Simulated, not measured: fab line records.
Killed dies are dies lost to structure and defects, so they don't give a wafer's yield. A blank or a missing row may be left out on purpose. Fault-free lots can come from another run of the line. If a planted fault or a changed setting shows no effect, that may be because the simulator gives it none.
Struck lot and sound lot, side by side + flow sky130 + 17 out of 708 route steps
Sound: wafers L280.4, L280.5, L280.6. Struck: wafers L273.2, L273.5, L273.6. The cause is named last.
At each step with rows: each side's tool, then ch and its chambers, then its first start. Under that, the readings that differ: sound wafers + struck wafers + difference of the means + sigmas: that difference in standard deviations of wafers without a fault.
alike: a reading whose means differ by less than 2 such deviations, as well as words and numbers matching on both sides. not compared: withheld readings; readings where some wafer has no value; bounds like >300 that might hide an equal value; numbers whose values overlap and for which the record gives no deviation.
Wherever a step has rows on one side only, a row that says differs or no value, or a row with sigmas, the two part there. When numbers do not overlap yet have no deviation, they are printed without sigmas and do not part them. Lack of a reading on every wafer of one side parts them only where that side has two or more wafers.

first, 1 step without rows for these wafers: SKY_LDD_N_IMPLANT_15.
SKY_LDD_N_STRIP_16: strips in O2/N2.
  sound on plasmaAsher-02 ch 0,1, day 22 14:40; struck on plasmaAsher-02 ch 0,1, day 19 20:47
  alike: chamberPressureMTorr, drypumpMotorCurrentA, oesProductAu, stripTimeToEndpointS
  not compared: rfHoursCounterH
SKY_LDD_N_TW_MEAS_17:
  sound on filmMetro-01, day 22 14:45; struck on filmMetro-04, day 19 20:53
  alike: LDD_N_TW
then, 7 steps without rows for these wafers: SKY_LDD_P_DEHYDRATE_00 (time 60 s); SKY_LDD_P_HMDS_01 (prime time 60 s); SKY_LDD_P_COAT_02 (resist thk 1140 nm); SKY_LDD_P_SOFTBAKE_03 (time 60 s); SKY_LDD_P_EXPOSE_04 (exposes mask PSDM, target cd 380 nm); SKY_LDD_P_PEB_05; SKY_LDD_P_DEVELOP_06 (develop time 60 s).
SKY_LDD_P_CD_MEAS_07: target cd 380 nm.
  sound on cdSem-01, day 23 21:09; struck on cdSem-01, day 21 03:16
  alike: cdNm
SKY_LDD_P_OVL_MEAS_08:
  sound on overlay-02, day 23 21:14; struck on overlay-01, day 21 03:22
  alike: LDD_P_OVL
SKY_LDD_P_IMPLANT_09:
  sound on implanter-01 ch 0, day 23 21:19; struck on implanter-03 ch 0, day 21 03:25
| reading          | sound                          | struck                          | difference  | sigmas      |
|------------------|--------------------------------|---------------------------------|-------------|-------------|
| doseIonsCm2      | 1.0002e+13 1.001e+13 9.988e+12 | 1.1288e+13 1.129e+13 1.1293e+13 | +1.2903e+12 | +99 or more |
| faradayCurrentUA | 55.9 55.0 55.3                 | 63.5 63.3 62.8                  | +7.8        | +7          |
SKY_LDD_P_STRIP_10: strips in O2/N2.
  sound on plasmaAsher-01 ch 0,1, day 23 21:26; struck on plasmaAsher-02 ch 0,1, day 21 03:32
  alike: chamberPressureMTorr, drypumpMotorCurrentA, oesProductAu, stripTimeToEndpointS
  not compared: rfHoursCounterH
SKY_LDD_P_TW_MEAS_11:
  sound on filmMetro-02, day 23 21:32; struck on filmMetro-01, day 21 03:39
| reading  | sound       | struck      | difference | sigmas |
|----------|-------------|-------------|------------|--------|
| LDD_P_TW | 631 634 633 | 653 659 657 | +24        | +7     |
then, 1 step without rows for these wafers: SKY_LDD_HVN_DEHYDRATE_00 (time 60 s).
-- here the record skips 26 days between the struck wafers' starts before and after, leaving off in module LDD_HVN and picking up in module PAD_OPEN (first step shown: number 708 of the route) --
SKY_PAD_OPEN_PROBE_99:
  sound on prober-01, day 48 21:04; struck on prober-02, day 47 05:01
| reading                  | sound          | struck         | difference | sigmas |
|--------------------------|----------------|----------------|------------|--------|
| model.etest.tipP.rsOhmSq | 6790 6813 6815 | 6280 6278 6289 | -524       |        |
  alike: killed_at_M0_to_M3, killed_at_M4_up, killedAtContacts, killedAtFrontEnd, killedAtOther, killedDies, killedOpen, killedShort

## WHERE THEY PART
At SKY_LDD_P_IMPLANT_09 first; at SKY_LDD_P_TW_MEAS_11 last (within this record only). Later steps at which nothing parts them and some readings are alike: SKY_PAD_OPEN_PROBE_99.

WHY: what had been put in by the simulator
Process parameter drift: implanter-03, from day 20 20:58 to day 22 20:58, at SKY_LDD_P_IMPLANT_09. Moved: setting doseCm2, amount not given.
